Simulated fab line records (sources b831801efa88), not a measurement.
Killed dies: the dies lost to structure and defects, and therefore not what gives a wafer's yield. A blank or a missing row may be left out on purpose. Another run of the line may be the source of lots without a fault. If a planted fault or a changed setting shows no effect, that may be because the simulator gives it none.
What tool caused it?	flow gf180mcu	Sampling: 13 lots, 39 wafers, 5 of 602 route steps

== WHAT EACH GAUGE READ, for each wafer ==
GF_V4_RS_MEAS_24: the measuring method here is four-point-probe.
lot	measured	on	V4_W_RS (ohm/sq)
L258	day 24 21:27	filmMetro-01	0.324 0.325 0.325
L259	day 25 16:04	filmMetro-03	0.326 0.332 0.325
L260	day 26 00:57	filmMetro-03	0.320 0.320 0.318
L262	day 26 15:38	filmMetro-01	0.328 0.326 0.321
L261	day 26 18:00	filmMetro-04	0.328 0.330 0.324
L264	day 27 02:43	filmMetro-03	0.324 0.323 0.324
L263	day 27 04:01	filmMetro-03	0.329 0.327 0.334
L265	day 27 11:17	filmMetro-01	0.329 0.328 0.327
L267	day 28 04:55	filmMetro-03	0.326 0.327 0.328
L275	day 30 07:55	filmMetro-03	0.329 0.331 0.328
L277	day 30 16:46	filmMetro-04	0.327 0.323 0.328
L278	day 31 00:18	filmMetro-04	0.324 0.325 0.324
L279	day 31 08:39	filmMetro-01	0.320 0.322 0.319

GF_V5_BOW_MEAS_05.
lot	measured	on	V5_BOW (um)
L258	day 26 16:25	filmMetro-03	125 129 122
L259	day 27 15:46	filmMetro-03	142 139 143
L260	day 27 18:20	filmMetro-04	115 126 132
L262	day 28 10:10	filmMetro-03	128 131 132
L261	day 28 13:18	filmMetro-04	128 135 129
L264	day 28 20:41	filmMetro-04	124 120 122
L263	day 28 21:58	filmMetro-04	121 124 140
L265	day 29 03:55	filmMetro-02	136 134 133
L267	day 29 20:44	filmMetro-02	132 131 132
L275	day 31 22:59	filmMetro-02	131 131 125
L277	day 32 05:04	filmMetro-03	155 143 127
L278	day 32 13:40	filmMetro-02	139 137 136
L279	day 32 21:00	filmMetro-03	138 140 134

GF_V5_CD_MEAS_14: the cd target is 260 nm.
lot	measured	on	cdNm (nm)
L258	day 27 13:17	cdSem-01	260.4 259.3 259.6
L259	day 28 12:01	cdSem-02	259.8 259.9 259.8
L260	day 28 13:53	cdSem-01	260.0 260.0 259.3
L262	day 29 04:55	cdSem-02	258.4 258.4 257.9
L261	day 29 08:35	cdSem-01	258.8 257.9 257.9
L264	day 29 15:38	cdSem-02	258.9 259.9 259.2
L263	day 29 16:34	cdSem-01	258.9 258.8 260.0
L265	day 29 22:19	cdSem-02	259.7 258.5 258.7
L267	day 30 14:49	cdSem-02	259.0 263.7 265.3
L275	day 32 15:32	cdSem-01	259.0 259.4 258.8
L277	day 32 21:10	cdSem-02	260.6 260.0 261.2
L278	day 33 05:25	cdSem-01	259.6 260.7 262.4
L279	day 33 12:10	cdSem-02	258.8 260.3 260.2

== EACH LOT AND THE TOOL THAT RAN IT (in order: tool; ch and the chambers of the sampled wafers; start) ==
lot	GF_MIM_SPUTTER_01	GF_V5_EXPOSE_11
L258	pvdSputter-02, day 24 22:02	krfScanner-01 ch 0, day 27 01:49
L259	pvdSputter-01, day 25 16:38	krfScanner-02 ch 0, day 28 01:32
L260	pvdSputter-01, day 26 01:32	krfScanner-01 ch 0, day 28 04:22
L262	pvdSputter-02, day 26 16:13	krfScanner-02 ch 0, day 28 18:47
L261	pvdSputter-02, day 26 18:34	krfScanner-02 ch 0, day 28 22:11
L264	pvdSputter-01, day 27 03:14	krfScanner-02 ch 0, day 29 07:59
L263	pvdSputter-02, day 27 04:35	krfScanner-02 ch 0, day 29 08:49
L265	pvdSputter-02, day 27 11:52	krfScanner-02 ch 0, day 29 13:02
L267	pvdSputter-01, day 28 05:28	krfScanner-02 ch 0, day 30 06:32
L275	pvdSputter-01, day 30 08:53	krfScanner-01 ch 0, day 32 07:10
L277	pvdSputter-01, day 30 17:21	krfScanner-01 ch 0, day 32 14:23
L278	pvdSputter-04, day 31 00:53	krfScanner-01 ch 0, day 32 21:04
L279	pvdSputter-01, day 31 09:14	krfScanner-01 ch 0, day 33 05:38
- GF_MIM_SPUTTER_01: material TiN, target thk 30 nm, time 25 s.
- GF_V5_EXPOSE_11: exposes mask Via5, target cd 260 nm.

== WHAT THE TOOLS THEMSELVES READ (means of the sampled wafers that have a number; where no wafer has one, the mark that the record gives instead) ==
GF_MIM_SPUTTER_01.
lot	tool	throttleValvePct (%)
L258	pvdSputter-02	30.8
L259	pvdSputter-01	29.2
L260	pvdSputter-01	29.3
L262	pvdSputter-02	30.5
L261	pvdSputter-02	31.0
L264	pvdSputter-01	29.1
L263	pvdSputter-02	31.6
L265	pvdSputter-02	30.8
L267	pvdSputter-01	29.3
L275	pvdSputter-01	29.0
L277	pvdSputter-01	28.9
L278	pvdSputter-04	30.2
L279	pvdSputter-01	29.2

== THE ANSWER, worked out from the rows above alone ==
Rule: the usual values come from the lots themselves. Put in order of their means at a reading, lots are off if they are a third of the lots or fewer, leave a main group of 4 or more, and stand apart from it by a gap of 3 or more times the standard deviation of the main group's means; of several such gaps the widest counts. A main group is skipped when, at the precision printed for the reading in the tables above, its means are all equal. Also off: a lot with no number at a reading for which 4 or more lots have one. Any other lot the step has rows for is counted as sound. The gauges are gone through in route order, then the tools' own readings, and for those a lot's mean is taken as printed above. At the first step where some lot is off, the reading lying furthest off is the one used; lots without a number count as furthest.
Across all readings shown, no lot is off: no conclusion can be drawn from this.

== WHAT THE SIMULATOR HAD INSERTED ==
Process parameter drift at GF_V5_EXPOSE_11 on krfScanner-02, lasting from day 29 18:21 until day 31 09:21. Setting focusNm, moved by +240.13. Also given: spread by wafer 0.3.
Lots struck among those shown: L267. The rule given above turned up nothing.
